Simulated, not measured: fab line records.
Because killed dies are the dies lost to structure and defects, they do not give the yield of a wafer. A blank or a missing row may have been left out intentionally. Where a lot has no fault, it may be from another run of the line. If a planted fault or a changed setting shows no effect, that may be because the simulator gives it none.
fab line records    flow sky130
[record] lots = 12  wafers = 36  lastDay = 50
route steps=708 shown LDD_N@248 LDD_P@265 POLY_CUT@317 RES_XHIGH@341 PAD_OPEN@708
lots that met no fault: from a run of the same line without faults
startH: hours from the record's first day to the start of the lot's first wafer shown    waitH: how many hours have passed since the lot's step before this one    " identical to the entry in the row above    L1.1+2: a single row standing in for several wafers    - value missing, or start not given    * or withheld: withheld    < > ~ a bound
route shown NAME@n: a module of which the file shows steps, and the number in the route of the first    usual: mean/standard deviation of fault-free wafers    same: alike in all rows    chamber/n: place in a boat    sites: each site's reading    _std_site: how widely they spread, as a standard deviation    _edge_site: mean of outer sites minus mean of inner sites    radiusMm: how far each site lies from the wafer's centre    mask NAME#n: copy n    behind: the last tool/chamber to shape the wafer    hold: cause of the lot's hold/its duration in hours/its outcome    device: the n, p or np transistor that did not switch    end of line: the same wafers' tests at the end of the route    a step without rows: its recipe alone    killed: the dies lost at the first sort to structure and to defects; this is not the yield of the wafer    map: shows each die of a wafer: x if killed, . if not, _ if none is there
set.NAME: the setting as run; set.NAME@STEP: as run at that earlier step    model.NAME: the simulator's own value behind a step, which no gauge read
steps of the route over a sample of lots; a table a step, a row a wafer
services: when a tool's chamber went out of use (startH, in hours from the record's first day, below 0 if earlier), for how many hours, and the reason
[[steps]]
[step SKY_LDD_N_IMPLANT_11]
[recipe] species = As  energyKev = 20  doseCm2 = 7.5e+13  tiltDeg = withheld  rotationDeg = 293
[usual] doseIonsCm2 = 7.498e+13/8.6e+10  faradayCurrentUA = 421/8.6
lot.wafer  tool          chamber  startH  waitH  doseIonsCm2  faradayCurrentUA
L962.3     implanter-02  0        403.17  0.1    7.487e+13    404
L962.4     "             0        "       "      7.506e+13    423
L962.5     "             0        "       "      7.485e+13    415
L964.2     implanter-04  0        414.64  0.1    7.505e+13    422
L964.4     "             0        "       "      7.504e+13    416
L964.5     "             0        "       "      7.512e+13    432
L965.4     implanter-04  0        422.44  0.1    7.501e+13    427
L965.5     "             0        "       "      7.501e+13    420
L965.6     "             0        "       "      7.503e+13    437
L966.1     implanter-04  0        437.37  0.1    7.491e+13    419
L966.3     "             0        "       "      7.494e+13    420
L966.6     "             0        "       "      7.482e+13    418
L968.1     implanter-01  0        450.05  0.1    7.502e+13    420
L968.3     "             0        "       "      7.498e+13    419
L968.5     "             0        "       "      7.503e+13    411
L970.3     implanter-02  0        476.09  0.1    7.486e+13    419
L970.5     "             0        "       "      7.48e+13     417
L970.6     "             0        "       "      7.489e+13    408
L971.1     implanter-04  0        486.24  0.1    7.504e+13    410
L971.4     "             0        "       "      7.495e+13    418
L971.6     "             0        "       "      7.498e+13    427
L972.4     implanter-04  0        491.68  0.1    7.507e+13    413
L972.5     "             0        "       "      7.513e+13    410
L972.6     "             0        "       "      7.506e+13    429
L974.2     implanter-02  0        509.61  0.1    7.504e+13    426
L974.4     "             0        "       "      7.489e+13    429
L974.5     "             0        "       "      7.498e+13    423
L980.1     implanter-04  0        563.29  0.1    6.391e+13    359
L980.3     "             0        "       "      6.384e+13    357
L980.5     "             0        "       "      6.382e+13    350
L981.1     implanter-04  0        569.45  0.1    6.378e+13    344
L981.4     "             0        "       "      6.37e+13     360
L981.6     "             0        "       "      6.379e+13    353
L984.1     implanter-01  0        594.97  0.1    7.483e+13    413
L984.2     "             0        "       "      7.506e+13    425
L984.5     "             0        "       "      7.507e+13    420
[step SKY_LDD_P_STRIP_10]
[recipe] chemistry = O2/N2  powerW = 1400  pressureMtorr = 1500  platenTempC = withheld  o2FlowSccm = 3000  n2FlowSccm = 300  overashFraction = 0.5
[usual] drypumpMotorCurrentA = 5.8/0.35  o2FlowSccm = 3001/9.3  oesProductAu = 0.716/0.0047  stripTimeToEndpointS = 14.20/0.039
lot.wafer  tool            chamber  startH  waitH  drypumpMotorCurrentA  o2FlowSccm  oesProductAu  rfHoursCounterH  stripTimeToEndpointS
L962.3     plasmaAsher-03  0        434.51  0.1    5.9                   3009        0.713         -                14.24
L962.4     "               1        "       "      5.3                   3000        0.715         -                14.26
L962.5     "               0        "       "      5.9                   3012        0.713         -                14.21
L964.2     plasmaAsher-01  1        446.33  0.1    6.2                   2994        0.708         65               14.21
L964.4     "               0        "       "      5.4                   3014        0.715         -                14.23
L964.5     "               0        "       "      5.4                   2991        0.708         -                14.24
L965.4     plasmaAsher-03  0        454.52  0.1    5.9                   3012        0.722         -                14.23
L965.5     "               0        "       "      5.9                   3008        0.715         -                14.20
L965.6     "               1        "       "      5.3                   2996        0.713         -                14.18
L966.1     plasmaAsher-03  0        469.03  0.1    5.9                   3004        0.724         31               14.21
L966.3     "               1        "       "      5.3                   3009        0.712         -                14.22
L966.6     "               1        "       "      5.2                   3001        0.718         -                14.18
L968.1     plasmaAsher-01  1        481.89  0.1    6.2                   3002        0.720         69               14.29
L968.3     "               0        "       "      5.4                   2977        0.706         -                14.25
L968.5     "               1        "       "      6.3                   2994        0.711         -                14.24
L970.3     plasmaAsher-01  0        507.06  0.1    5.4                   3003        0.718         -                14.21
L970.5     "               0        "       "      5.4                   3002        0.712         -                14.21
L970.6     "               1        "       "      6.2                   3007        0.721         -                14.20
L971.1     plasmaAsher-04  1        517.43  0.1    6.1                   2999        0.716         83               14.20
L971.4     "               0        "       "      5.7                   3009        0.714         -                14.17
L971.6     "               1        "       "      6.1                   3002        0.720         -                14.20
L972.4     plasmaAsher-01  1        522.26  0.1    6.2                   3003        0.717         -                14.27
L972.5     "               0        "       "      5.4                   2996        0.712         -                14.27
L972.6     "               1        "       "      6.3                   3005        0.721         -                14.25
L974.2     plasmaAsher-04  1        540.76  0.1    6.1                   3005        0.720         86               14.17
L974.4     "               1        "       "      6.1                   2996        0.711         -                14.15
L974.5     "               0        "       "      5.7                   2992        0.709         -                14.16
L980.1     plasmaAsher-04  1        593.96  0.1    6.1                   3003        0.717         92               14.17
L980.3     "               0        "       "      5.6                   2986        0.711         -                14.14
L980.5     "               0        "       "      5.7                   3007        0.720         -                14.17
L981.1     plasmaAsher-01  0        599.74  0.1    5.4                   2985        0.718         81               14.23
L981.4     "               0        "       "      5.4                   2996        0.708         -                14.22
L981.6     "               1        "       "      6.2                   3013        0.717         -                14.27
L984.1     plasmaAsher-01  1        625.04  0.1    6.3                   2999        0.710         84               14.19
L984.2     "               0        "       "      5.4                   2991        0.713         84               14.20
L984.5     "               1        "       "      6.3                   3003        0.708         -                14.20
[step SKY_POLY_CUT_ETCH_10]
[recipe] chemistry = N2/H2  target = BARC  ionEnergyEv = 200  sourceW = 500  biasW = 100  pressureMtorr = 30  n2FlowSccm = 100  h2FlowSccm = 200  stopOn = SiO2  timeS = 45.9  targetDepthA = 600
[usual] drypumpMotorCurrentA = 5.8/0.48  oesProductAu = 0.855/0.0044  throttleValvePct = 13.223/0.0086
lot.wafer  tool        chamber  startH  waitH  drypumpMotorCurrentA  oesProductAu  rfHoursCounterH  throttleValvePct
L962.3     rieDiel-03  3        558.64  0.0    5.7                   0.853         2                13.225
L962.4     "           0        "       "      6.1                   0.854         5                13.224
L962.5     "           0        "       "      6.1                   0.854         -                13.217
L964.2     rieDiel-03  3        567.83  0.0    5.7                   0.856         2                13.207
L964.4     "           1        "       "      5.9                   0.856         6                13.227
L964.5     "           2        "       "      5.4                   0.843         -                13.236
L965.4     rieDiel-01  0        578.06  0.0    6.2                   0.855         16               13.240
L965.5     "           0        "       "      6.2                   0.854         -                13.214
L965.6     "           3        "       "      6.2                   0.849         -                13.217
L966.1     rieDiel-01  1        591.36  0.0    6.2                   0.845         16               13.217
L966.3     "           2        "       "      4.8                   0.854         11               13.214
L966.6     "           1        "       "      6.2                   0.868         -                13.232
L968.1     rieDiel-04  0        603.01  0.0    5.1                   0.859         69               13.220
L968.3     "           2        "       "      5.9                   0.853         21               13.225
L968.5     "           0        "       "      5.0                   0.861         -                13.225
L970.3     rieDiel-03  3        626.63  0.0    5.7                   0.855         4                13.237
L970.5     "           0        "       "      6.1                   0.860         -                13.217
L970.6     "           3        "       "      5.7                   0.852         -                13.216
L971.1     rieDiel-04  1        636.78  0.0    5.9                   0.856         52               13.220
L971.4     "           2        "       "      6.0                   0.858         21               13.215
L971.6     "           0        "       "      5.0                   0.859         -                13.231
L972.4     rieDiel-01  0        642.38  0.0    6.2                   0.847         18               13.221
L972.5     "           1        "       "      6.2                   0.854         -                13.202
L972.6     "           2        "       "      4.8                   0.851         -                13.237
L974.2     rieDiel-03  3        660.31  0.0    5.7                   0.859         5                13.232
L974.4     "           1        "       "      5.8                   0.851         8                13.210
L974.5     "           3        "       "      5.7                   0.853         -                13.229
L980.1     rieDiel-04  2        710.14  0.0    6.0                   0.849         23               13.205
L980.3     "           0        "       "      5.0                   0.858         1                13.221
L980.5     "           3        "       "      6.4                   0.848         -                13.227
L981.1     rieDiel-03  1        717.63  0.0    5.9                   0.862         9                13.225
L981.4     "           1        "       "      5.8                   0.851         -                13.224
L981.6     "           2        "       "      5.4                   0.858         -                13.215
L984.1     rieDiel-03  1        740.21  0.0    5.9                   0.860         10               13.210
L984.2     "           0        "       "      6.1                   0.856         9                13.239
L984.5     "           2        "       "      5.4                   0.844         -                13.220
[step SKY_RES_XHIGH_TW_MEAS_09]
[usual] RES_XHIGH_TW = 1635/18
lot.wafer  tool          chamber  startH  waitH  RES_XHIGH_TW
L962.3     filmMetro-04  -        617.33  0.1    1638
L962.4     "             -        "       "      1648
L962.5     "             -        "       "      1629
L964.2     filmMetro-03  -        626.67  0.1    1619
L964.4     "             -        "       "      1613
L964.5     "             -        "       "      1616
L965.4     filmMetro-03  -        637.20  0.1    1620
L965.5     "             -        "       "      1622
L965.6     "             -        "       "      1616
L966.1     filmMetro-01  -        650.31  0.1    1658
L966.3     "             -        "       "      1662
L966.6     "             -        "       "      1661
L968.1     filmMetro-04  -        661.21  0.1    1625
L968.3     "             -        "       "      1632
L968.5     "             -        "       "      1625
L970.3     filmMetro-03  -        684.88  0.1    1616
L970.5     "             -        "       "      1616
L970.6     "             -        "       "      1611
L971.1     filmMetro-03  -        693.06  0.1    1618
L971.4     "             -        "       "      1612
L971.6     "             -        "       "      1606
L972.4     filmMetro-03  -        700.26  0.1    1608
L972.5     "             -        "       "      1624
L972.6     "             -        "       "      1615
L974.2     filmMetro-03  -        717.22  0.1    1614
L974.4     "             -        "       "      1610
L974.5     "             -        "       "      1618
L980.1     filmMetro-04  -        765.58  0.1    1633
L980.3     "             -        "       "      1630
L980.5     "             -        "       "      1643
L981.1     filmMetro-01  -        772.22  0.1    1661
L981.4     "             -        "       "      1658
L981.6     "             -        "       "      1655
L984.1     filmMetro-03  -        793.88  0.1    1617
L984.2     "             -        "       "      1625
L984.5     "             -        "       "      1621
[step SKY_PAD_OPEN_PROBE_99]
[usual] killed_at_M0_to_M3 = 43/6.3  killed_at_M4_up = 3.1/1.9  killedAtContacts = 24/5.1  killedAtFrontEnd = 14/4.3  killedAtOther = 0.3/0.53  killedDies = 85/8.8  killedOnRim = 17/3.9  killedOpen = 46/7.1  killedShort = 38/5.9
[same] grossDies = 492  killedAtBackSide = 0
lot.wafer  tool       chamber  startH   waitH  killed_at_M0_to_M3  killed_at_M4_up  killedAtContacts  killedAtFrontEnd  killedAtOther  killedDies  killedOnRim  killedOpen  killedShort
L966.1     prober-01  -        1100.68  0.1    37                  5                29                21                0              92          19           52          40
L966.3     prober-01  -        1100.78  0.2    41                  7                18                8                 0              74          13           36          38
L966.6     prober-01  -        1100.93  0.2    39                  0                26                15                0              80          18           37          43
L968.1     prober-01  -        1108.44  0.1    32                  2                18                10                1              63          13           40          23
L968.3     prober-01  -        1108.54  0.2    38                  1                26                11                0              76          13           47          29
L968.5     prober-01  -        1108.64  0.2    41                  1                19                16                0              77          13           38          39
L974.2     prober-01  -        1145.50  0.1    46                  2                18                19                0              85          19           45          40
L974.4     prober-01  -        1145.60  0.2    41                  4                21                11                0              77          18           41          36
L974.5     prober-01  -        1145.65  0.2    42                  2                27                20                1              92          19           41          51
L980.1     prober-01  -        1179.32  0.1    44                  4                13                10                0              71          12           36          35
L980.3     prober-01  -        1179.42  0.2    40                  3                25                16                0              84          27           40          44
L980.5     prober-01  -        1179.52  0.2    33                  3                24                17                0              77          14           45          32
// killed by level:class
L966.1 VIA1:geometricParticle:open=9 LI_CONTACT:geometricParticle:open=8 CONTACT:geometricParticle:open=8 VIA3:geometricParticle:open=7 CONTACT:geometricParticle:short=6 POLY_GATE:geometricParticle:open=5 POLY_GATE:geometricParticle:short=5 METAL3:geometricParticle:short=5
L966.3 VIA3:geometricParticle:open=7 VIA2:geometricParticle:open=6 METAL4:geometricParticle:short=6 METAL1:geometricParticle:short=5 VIA1:geometricParticle:open=5 VIA2:geometricParticle:short=4 CONTACT:geometricParticle:open=4 LI_CONTACT:geometricParticle:open=4
L966.6 CONTACT:geometricParticle:short=6 METAL1:geometricParticle:short=6 VIA3:geometricParticle:short=6 LOCAL_INTERCONNECT:geometricParticle:short=5 METAL2:geometricParticle:short=5 VIA2:geometricParticle:open=5 VIA3:geometricParticle:open=5 LI_CONTACT:geometricParticle:short=4
L968.1 LI_CONTACT:geometricParticle:open=10 VIA1:geometricParticle:open=8 VIA3:geometricParticle:open=5 FIELD_ISO:geometricParticle:open=4 VIA2:geometricParticle:open=4 CONTACT:geometricParticle:open=4 METAL2:geometricParticle:short=4 FIELD_ISO:geometricParticle:short=3
L968.3 VIA1:geometricParticle:open=13 LI_CONTACT:geometricParticle:open=7 CONTACT:geometricParticle:open=7 VIA3:geometricParticle:open=6 LI_CONTACT:geometricParticle:short=5 CONTACT:geometricParticle:short=5 FIELD_ISO:geometricParticle:open=4 POLY_GATE:geometricParticle:open=4
L968.5 METAL2:geometricParticle:short=9 LI_CONTACT:geometricParticle:open=7 METAL3:geometricParticle:short=6 CONTACT:geometricParticle:open=6 VIA1:geometricParticle:open=6 METAL1:geometricParticle:short=5 VIA3:geometricParticle:open=5 FIELD_ISO:geometricParticle:short=4
L974.2 VIA1:geometricParticle:open=10 FIELD_ISO:geometricParticle:short=8 METAL1:geometricParticle:short=8 CONTACT:geometricParticle:open=8 LI_CONTACT:geometricParticle:open=7 VIA2:geometricParticle:open=7 METAL2:geometricParticle:short=6 VIA1:geometricParticle:short=6
L974.4 VIA1:geometricParticle:open=12 CONTACT:geometricParticle:open=8 METAL1:geometricParticle:short=7 LI_CONTACT:geometricParticle:open=6 VIA3:geometricParticle:short=5 FIELD_ISO:geometricParticle:short=4 LOCAL_INTERCONNECT:geometricParticle:short=4 VIA1:geometricParticle:short=4
L974.5 LI_CONTACT:geometricParticle:open=9 CONTACT:geometricParticle:open=9 METAL1:geometricParticle:short=8 VIA1:geometricParticle:open=8 LOCAL_INTERCONNECT:geometricParticle:short=7 FIELD_ISO:geometricParticle:open=5 METAL3:geometricParticle:short=5 VIA1:geometricParticle:short=5
L980.1 VIA1:geometricParticle:open=7 METAL2:geometricParticle:short=7 METAL1:geometricParticle:short=7 VIA1:geometricParticle:short=5 VIA3:geometricParticle:open=5 LOCAL_INTERCONNECT:geometricParticle:short=4 FIELD_ISO:geometricParticle:open=3 LI_CONTACT:geometricParticle:open=3
L980.3 CONTACT:geometricParticle:open=9 FIELD_ISO:geometricParticle:short=7 VIA1:geometricParticle:open=7 LI_CONTACT:geometricParticle:open=7 VIA1:geometricParticle:short=7 VIA3:geometricParticle:open=6 POLY_GATE:geometricParticle:short=5 VIA2:geometricParticle:open=5
L980.5 CONTACT:geometricParticle:open=11 VIA2:geometricParticle:open=7 VIA1:geometricParticle:open=6 FIELD_ISO:geometricParticle:open=4 FIELD_ISO:geometricParticle:short=4 LI_CONTACT:geometricParticle:open=4 VIA3:geometricParticle:open=4 METAL2:geometricParticle:short=4
[[services]]
tool            chamber  startH  hours  kind
implanter-04    -        387.03  3.7    pm
rieDiel-04      0        389.34  9.8    repair
rieDiel-04      -        393.32  0.7    repair
plasmaAsher-03  -        413.36  0.8    repair
rieDiel-03      1        423.83  10.1   repair
implanter-04    -        424.33  3.6    repair
implanter-02    -        451.65  3.3    pm
rieDiel-04      -        452.00  9.3    repair
rieDiel-01      1        472.46  1.6    repair
rieDiel-03      3        477.82  4.5    repair
plasmaAsher-03  -        507.42  0.3    repair
rieDiel-03      1        510.63  3.9    repair
plasmaAsher-03  -        513.41  12.9   pm
rieDiel-04      3        522.36  9.8    repair
implanter-04    -        530.05  2.7    repair
rieDiel-01      3        530.74  2.7    repair
rieDiel-04      1        533.57  27.0   repair
rieDiel-03      0        542.57  6.9    repair
plasmaAsher-03  -        557.55  2.8    pm
rieDiel-03      -        580.21  2.8    pm
implanter-04    -        607.12  0.7    repair
plasmaAsher-01  -        658.28  14.6   pm
rieDiel-03      2        670.27  11.5   repair
rieDiel-03      3        713.05  9.3    repair
[[key]]
[firstSign] step = SKY_LDD_N_IMPLANT_11  reading = doseIonsCm2  direction = down  sigmas = 99+  usual = *  struck = *
[effect] step = SKY_LDD_N_IMPLANT_11  reading = faradayCurrentUA  direction = down  sigmas = 7.8  usual = 421  struck = 354
metAt SKY_LDD_N_IMPLANT_11
struckLots L980,L981
testerLeftOut L980,L981
notActingAt SKY_LDD_P_STRIP_10,SKY_POLY_CUT_ETCH_10,SKY_RES_XHIGH_TW_MEAS_09
onsetBetween 491.68 563.29
[fault] kind = processParameterDrift  tool = implanter-04  chamber = -  onsetH = 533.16  steps = SKY_LDD_N_IMPLANT_11  channel = doseCm2  offset = *  shape = step  endH = 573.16  actsIn = *  stated = *
// testerLeftOut: of these lots the tester's yield and bins aren't shown, on N5 and GAA mostly nor the transistor test; their killed dies are dies lost to structure and defects alone, not to doping, threshold or leakage, so they don't give the yield
